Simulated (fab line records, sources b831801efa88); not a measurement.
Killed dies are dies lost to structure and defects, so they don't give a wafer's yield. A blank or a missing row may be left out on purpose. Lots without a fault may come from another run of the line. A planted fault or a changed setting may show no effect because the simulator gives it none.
Chamber matching | flow sky130 | SKY_VIA1_ETCH_15 on rie_diel-04: 4 sister chambers
The step etches SiO2 in C4F8/O2/Ar, stops on TiN, target depth 351 nm, time 54 s. 4 wafers are shown with their chamber, then 7 later ones without.

WAFERS WITH THEIR CHAMBER
wafer  | chamber | oes_product_au (a.u.)
L078.5 | 0       | 0.979
L077.3 | 1       | 0.983
L083.4 | 2       | 0.981
L083.5 | 3       | 0.972

WAFERS WITHOUT THEIR CHAMBER
wafer  | oes_product_au (a.u.)
L083.6 | 0.969
L087.1 | 0.981
L087.2 | 0.968
L087.4 | 0.987
L095.1 | 0.986
L095.5 | 0.978
L095.6 | 0.969

WHICH CHAMBER EACH WENT THROUGH
wafer  | from the rows above               | in truth
L083.6 | 3                                 | 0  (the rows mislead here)
L087.1 | can't be placed: 2 or 0 or 1      | 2
L087.2 | 3                                 | 3
L087.4 | can't be placed: 1 or 2 or 0      | 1
L095.1 | can't be placed: 1 or 2 or 0      | 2
L095.5 | can't be placed: 0 or 2 or 1 or 3 | 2
L095.6 | 3                                 | 3
Placed correctly: 2 of 7. Can't be placed from these rows: 4 (the true chamber is among the candidates in 4). Placed wrongly: 1.
How it was worked out, from the rows above alone: a wafer's distance from a chamber is the root of the sum, over the readings, of the square of ((its reading less the chamber's mean) divided by the reading's scatter). The wafer belongs to the nearest chamber; if the next one is less than 2 further off, it can't be placed. A chamber's mean is the mean of its shown wafers. The scatter: with one shown wafer a chamber, the root of the mean of the squares of how far each hidden wafer lies from its nearest shown one.
